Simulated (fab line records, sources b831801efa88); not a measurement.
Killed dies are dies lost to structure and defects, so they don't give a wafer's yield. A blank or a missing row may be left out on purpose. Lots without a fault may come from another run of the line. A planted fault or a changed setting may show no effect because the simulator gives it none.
fab line records | flow sky130
record lots=6 wafers=18 last_day=50
route steps=708 shown POLY_GATE@236 LDD_N@237 PAD_OPEN@708
lots that met no fault: from a run of the same line without faults
start_h: hours from the record's first day to the start of the lot's first wafer shown | wait_h: hours since the lot's step before | " the same as in the row above | L1.1+2: a row that stands for several wafers | - no value, or no start given | * or withheld: withheld | < > ~ a bound
route shown NAME@n: a module of which the file shows steps, and the number in the route of the first | usual: mean/standard deviation of fault-free wafers | same: alike in all rows | chamber/n: place in a boat | sites: the reading at each site | _std_site: their standard deviation | _edge_site: outer sites' mean less inner sites' | radius_mm: how far each site lies from the wafer's centre | mask NAME#n: copy n | behind: the tool/chamber that last shaped the wafer | hold: why the lot was held/for how many hours/how that ended | device: the transistor (n, p or np) that didn't switch | end of line: the same wafers' tests at the end of the route | a step without rows: its recipe alone | killed: dies lost to structure and defects at the first sort, not the wafer's yield | map: a wafer's dies, x killed, . not, _ none there
set.NAME: the setting as run; set.NAME@STEP: as run at that earlier step | model.NAME: the simulator's own value behind a step, which no gauge read
lots at some steps of the route; a table a step, a row a wafer
services: from which hour (start_h, from the record's first day; less than 0 if before it) a tool's chamber was out of use, for how many hours, and why
## steps
# step SKY_POLY_GATE_CD_MEAS_22
# usual cd_nm=150.0/2.4
# columns lot.wafer tool chamber start_h wait_h cd_nm
L285.1 cd_sem-01 - 438.69 0.1 143.0
L285.5 " - " " 146.0
L285.6 " - " " 148.2
L283.4 cd_sem-02 - 438.77 0.1 153.3
L283.5 " - " " 148.7
L283.6 " - " " 150.2
L295.3 cd_sem-01 - 523.29 0.1 152.3
L295.5 " - " " 149.0
L295.6 " - " " 149.7
L296.1 cd_sem-01 - 526.27 0.1 151.7
L296.2 " - " " 151.3
L296.4 " - " " 151.9
L297.1 cd_sem-02 - 540.68 0.1 148.8
L297.2 " - " " 145.0
L297.3 " - " " 147.3
L300.3 cd_sem-02 - 555.14 0.1 147.3
L300.5 " - " " 150.3
L300.6 " - " " 148.7
# step SKY_LDD_N_DEHYDRATE_00
# recipe temp_c=200 time_s=60
# step SKY_LDD_N_HMDS_01
# recipe prime_time_s=60 prime_temp_c=120
# step SKY_LDD_N_COAT_02
# recipe resist=NOVOLAK spin_rpm=3000 resist_thk_nm=300
# step SKY_LDD_N_SOFTBAKE_03
# recipe temp_c=90 time_s=60 resist=NOVOLAK
# step SKY_LDD_N_EXPOSE_04
# recipe mask_id=NTM target_cd_nm=840 na=0.6 source_shape=conventional sigma_outer=0.6 dose_mj=110
# step SKY_LDD_N_PEB_05
# recipe temp_c=withheld time_s=* resist=NOVOLAK
# step SKY_LDD_N_DEVELOP_06
# recipe develop_time_s=60 dev_temp_c=23
# step SKY_LDD_N_OVL_MEAS_07
# usual LDD_N_OVL=-0.4/1.3
# columns lot.wafer tool chamber start_h wait_h LDD_N_OVL[nm]
L285.1 overlay-02 - 469.88 0.1 1.0
L285.5 " - " " 0.0
L285.6 " - " " 0.8
L283.4 overlay-01 - 470.25 0.1 -0.9
L283.5 " - " " -1.2
L283.6 " - " " 0.2
L295.3 overlay-02 - 553.27 0.1 -0.9
L295.5 " - " " -0.6
L295.6 " - " " -0.1
L296.1 overlay-02 - 556.08 0.1 0.9
L296.2 " - " " -1.4
L296.4 " - " " 2.1
L297.1 overlay-02 - 571.08 0.1 -0.7
L297.2 " - " " 0.8
L297.3 " - " " -0.2
L300.3 overlay-02 - 585.42 0.1 1.0
L300.5 " - " " 0.6
L300.6 " - " " -0.6
# step SKY_LDD_N_IMPLANT_08
# recipe species=As energy_kev=20 dose_cm2=7.5e+13 tilt_deg=withheld rotation_deg=23
# step SKY_LDD_N_IMPLANT_09
# recipe species=As energy_kev=20 dose_cm2=7.5e+13 tilt_deg=withheld rotation_deg=113
# step SKY_LDD_N_IMPLANT_10
# recipe species=As energy_kev=20 dose_cm2=7.5e+13 tilt_deg=withheld rotation_deg=203
# step SKY_LDD_N_IMPLANT_11
# recipe species=As energy_kev=20 dose_cm2=7.5e+13 tilt_deg=withheld rotation_deg=293
# usual faraday_current_uA=422/9.4 rotation_deg=293.00/0.053
# same implant_ion_amu=75
# columns lot.wafer tool chamber start_h wait_h faraday_current_uA rotation_deg
L285.1 implanter-01 0 470.36 0.1 405 293.00
L285.5 " 0 " " 407 293.06
L285.6 " 0 " " 435 292.99
L283.4 implanter-03 0 470.79 0.1 422 292.94
L283.5 " 0 " " 422 292.87
L283.6 " 0 " " 431 292.93
L295.3 implanter-01 0 553.80 0.1 425 353.66
L295.5 " 0 " " 414 353.67
L295.6 " 0 " " 434 353.75
L296.1 implanter-01 0 556.56 0.1 422 353.72
L296.2 " 0 " " 449 353.77
L296.4 " 0 " " 438 353.79
L297.1 implanter-02 0 571.56 0.1 423 292.97
L297.2 " 0 " " 424 293.08
L297.3 " 0 " " 427 293.02
L300.3 implanter-03 0 585.95 0.1 426 293.04
L300.5 " 0 " " 427 292.94
L300.6 " 0 " " 426 292.99
# step SKY_LDD_N_IMPLANT_12
# recipe species=BF2 energy_kev=50 dose_cm2=5e+12 tilt_deg=30 rotation_deg=0
# step SKY_PAD_OPEN_PROBE_99
# usual killed_at_M0_to_M3=43/6.8 killed_at_M4_up=3.0/1.6 killed_at_contacts=25/6 killed_at_front_end=15/4.4 killed_at_other=0.3/0.52 killed_dies=86/9.6 killed_open=47/6.7 killed_short=39/6.8
# same gross_dies=492 killed_at_back_side=0
# columns lot.wafer tool chamber start_h wait_h killed_at_M0_to_M3 killed_at_M4_up killed_at_contacts killed_at_front_end killed_at_other killed_dies killed_open killed_short
L283.4 prober-02 - 1126.96 0.2 43 3 37 16 1 100 54 45
L283.5 prober-02 - 1127.01 0.2 37 3 28 15 0 83 48 35
L283.6 prober-02 - 1127.06 0.2 43 1 32 16 0 92 59 33
L285.1 prober-01 - 1127.74 0.1 47 2 32 20 0 101 55 45
L285.5 prober-01 - 1127.94 0.2 44 5 24 17 1 91 51 39
L285.6 prober-01 - 1127.99 0.2 41 1 29 12 1 84 49 32
L295.3 prober-01 - 1174.50 0.2 57 4 27 7 0 95 60 35
L295.5 prober-01 - 1174.60 0.2 40 4 27 19 0 90 44 46
L295.6 prober-01 - 1174.65 0.2 44 4 25 5 0 78 41 36
L296.1 prober-02 - 1176.82 0.1 49 4 21 9 0 83 42 41
L296.2 prober-02 - 1176.87 0.1 38 2 29 16 1 86 45 40
L296.4 prober-02 - 1176.97 0.2 44 6 30 20 1 101 63 38
L297.1 prober-01 - 1185.13 0.1 41 2 22 22 0 87 43 44
L297.2 prober-01 - 1185.18 0.1 36 2 25 15 0 78 36 42
L297.3 prober-01 - 1185.23 0.2 40 1 25 13 0 79 44 35
L300.3 prober-02 - 1192.68 0.2 40 5 30 18 0 93 59 33
L300.5 prober-02 - 1192.78 0.2 46 2 30 18 0 96 54 41
L300.6 prober-02 - 1192.83 0.2 43 4 22 15 0 84 41 42
# killed by level:class
L283.4 CONTACT:geometric_particle:open=12 VIA1:geometric_particle:open=9 VIA1:geometric_particle:short=9 LI_CONTACT:geometric_particle:open=8 CONTACT:geometric_particle:short=8 LI_CONTACT:geometric_particle:short=5 VIA2:geometric_particle:open=5 FIELD_ISO:geometric_particle:open=4
L283.5 VIA1:geometric_particle:open=9 LI_CONTACT:geometric_particle:open=8 CONTACT:geometric_particle:open=7 VIA3:geometric_particle:open=7 FIELD_ISO:geometric_particle:open=5 VIA2:geometric_particle:open=5 CONTACT:geometric_particle:short=5 METAL1:geometric_particle:short=5
L283.6 CONTACT:geometric_particle:open=14 VIA3:geometric_particle:open=9 VIA1:geometric_particle:open=9 LI_CONTACT:geometric_particle:short=8 LI_CONTACT:geometric_particle:open=7 FIELD_ISO:geometric_particle:open=5 VIA2:geometric_particle:open=5 FIELD_ISO:geometric_particle:short=4
L285.1 LI_CONTACT:geometric_particle:open=12 VIA1:geometric_particle:open=11 VIA2:geometric_particle:open=9 LOCAL_INTERCONNECT:geometric_particle:short=8 METAL2:geometric_particle:short=7 VIA3:geometric_particle:open=7 FIELD_ISO:geometric_particle:short=6 POLY_GATE:geometric_particle:short=5
L285.5 CONTACT:geometric_particle:open=11 VIA1:geometric_particle:open=10 METAL2:geometric_particle:short=7 VIA2:geometric_particle:open=7 FIELD_ISO:geometric_particle:open=6 CONTACT:geometric_particle:short=6 FIELD_ISO:geometric_particle:short=3 POLY_GATE:geometric_particle:open=3
L285.6 CONTACT:geometric_particle:open=11 FIELD_ISO:geometric_particle:open=6 LI_CONTACT:geometric_particle:open=6 VIA1:geometric_particle:open=6 VIA2:geometric_particle:open=6 VIA3:geometric_particle:open=6 METAL1:geometric_particle:short=5 VIA1:geometric_particle:short=5
L295.3 VIA3:geometric_particle:open=14 CONTACT:geometric_particle:open=13 VIA1:geometric_particle:open=9 LI_CONTACT:geometric_particle:open=8 METAL2:geometric_particle:short=8 VIA2:geometric_particle:open=6 VIA1:geometric_particle:short=5 VIA3:geometric_particle:short=5
L295.5 CONTACT:geometric_particle:open=11 LI_CONTACT:geometric_particle:open=8 VIA2:geometric_particle:open=6 FIELD_ISO:geometric_particle:open=5 POLY_GATE:geometric_particle:open=5 CONTACT:geometric_particle:short=5 METAL1:geometric_particle:short=5 VIA1:geometric_particle:short=5
L295.6 CONTACT:geometric_particle:open=10 VIA1:geometric_particle:open=9 VIA1:geometric_particle:short=7 VIA2:geometric_particle:open=5 CONTACT:geometric_particle:short=5 VIA3:geometric_particle:short=5 LI_CONTACT:geometric_particle:open=4 METAL1:geometric_particle:short=4
L296.1 VIA1:geometric_particle:open=10 CONTACT:geometric_particle:open=6 VIA2:geometric_particle:open=6 METAL1:geometric_particle:short=5 METAL2:geometric_particle:short=5 VIA3:geometric_particle:open=5 VIA2:geometric_particle:short=4 CONTACT:geometric_particle:short=4
L296.2 VIA1:geometric_particle:open=10 LI_CONTACT:geometric_particle:open=9 CONTACT:geometric_particle:open=8 FIELD_ISO:geometric_particle:short=7 METAL2:geometric_particle:short=6 VIA3:geometric_particle:open=6 METAL1:geometric_particle:short=5 LOCAL_INTERCONNECT:geometric_particle:short=4
L296.4 CONTACT:geometric_particle:open=12 VIA1:geometric_particle:open=10 VIA2:geometric_particle:open=9 LI_CONTACT:geometric_particle:open=8 POLY_GATE:geometric_particle:open=6 VIA3:geometric_particle:open=6 LOCAL_INTERCONNECT:geometric_particle:short=5 METAL1:geometric_particle:short=5
L297.1 VIA1:geometric_particle:open=7 LOCAL_INTERCONNECT:geometric_particle:short=6 VIA2:geometric_particle:open=6 FIELD_ISO:geometric_particle:open=5 POLY_GATE:geometric_particle:short=5 SPACER:geometric_particle:short=5 CONTACT:geometric_particle:open=5 METAL1:geometric_particle:open=5
L297.2 LI_CONTACT:geometric_particle:open=10 VIA2:geometric_particle:open=7 CONTACT:geometric_particle:short=5 CONTACT:geometric_particle:open=5 VIA1:geometric_particle:open=5 FIELD_ISO:geometric_particle:short=4 POLY_GATE:geometric_particle:open=4 VIA3:geometric_particle:open=4
L297.3 CONTACT:geometric_particle:open=11 VIA1:geometric_particle:open=9 METAL2:geometric_particle:short=7 POLY_GATE:geometric_particle:open=6 VIA1:geometric_particle:short=6 VIA2:geometric_particle:open=6 CONTACT:geometric_particle:short=4 POLY_GATE:geometric_particle:short=4
L300.3 VIA1:geometric_particle:open=15 CONTACT:geometric_particle:open=10 LI_CONTACT:geometric_particle:open=9 VIA2:geometric_particle:open=8 FIELD_ISO:geometric_particle:open=5 METAL1:geometric_particle:short=4 METAL2:geometric_particle:short=4 FIELD_ISO:geometric_particle:short=3
L300.5 VIA1:geometric_particle:open=10 LI_CONTACT:geometric_particle:open=9 VIA3:geometric_particle:open=9 CONTACT:geometric_particle:open=7 LOCAL_INTERCONNECT:geometric_particle:short=7 VIA2:geometric_particle:open=5 CONTACT:geometric_particle:short=4 VIA1:geometric_particle:short=4
L300.6 VIA1:geometric_particle:open=12 CONTACT:geometric_particle:open=8 FIELD_ISO:geometric_particle:short=7 VIA3:geometric_particle:open=7 VIA3:geometric_particle:short=6 VIA1:geometric_particle:short=5 LI_CONTACT:geometric_particle:open=4 LOCAL_INTERCONNECT:geometric_particle:short=4
## services
# columns tool chamber start_h hours kind
implanter-03 - 472.69 2.7 repair
implanter-02 - 522.27 0.9 repair
implanter-02 - 572.31 5.8 pm
## key
first_sign step=SKY_LDD_N_IMPLANT_11 reading=rotation_deg direction=up sigmas=99+ usual=293.00 struck=353.73
effect none on later readings
met_at SKY_LDD_N_IMPLANT_11
struck_wafers L295.3,L295.5,L295.6,L296.1,L296.2,L296.4
tester_left_out L295,L296
onset_between 470.36 553.80
fault kind=process_parameter_drift tool=implanter-01 chamber=- onset_h=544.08 steps=SKY_LDD_N_IMPLANT_11 channel=rotation_deg offset=60.726 shape=step end_h=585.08 acts_in=these_recipes_only stated=293
# tester_left_out: of these lots the tester's yield and bins aren't shown, on N5 and GAA mostly nor the transistor test; their killed dies are dies lost to structure and defects alone, not to doping, threshold or leakage, so they don't give the yield
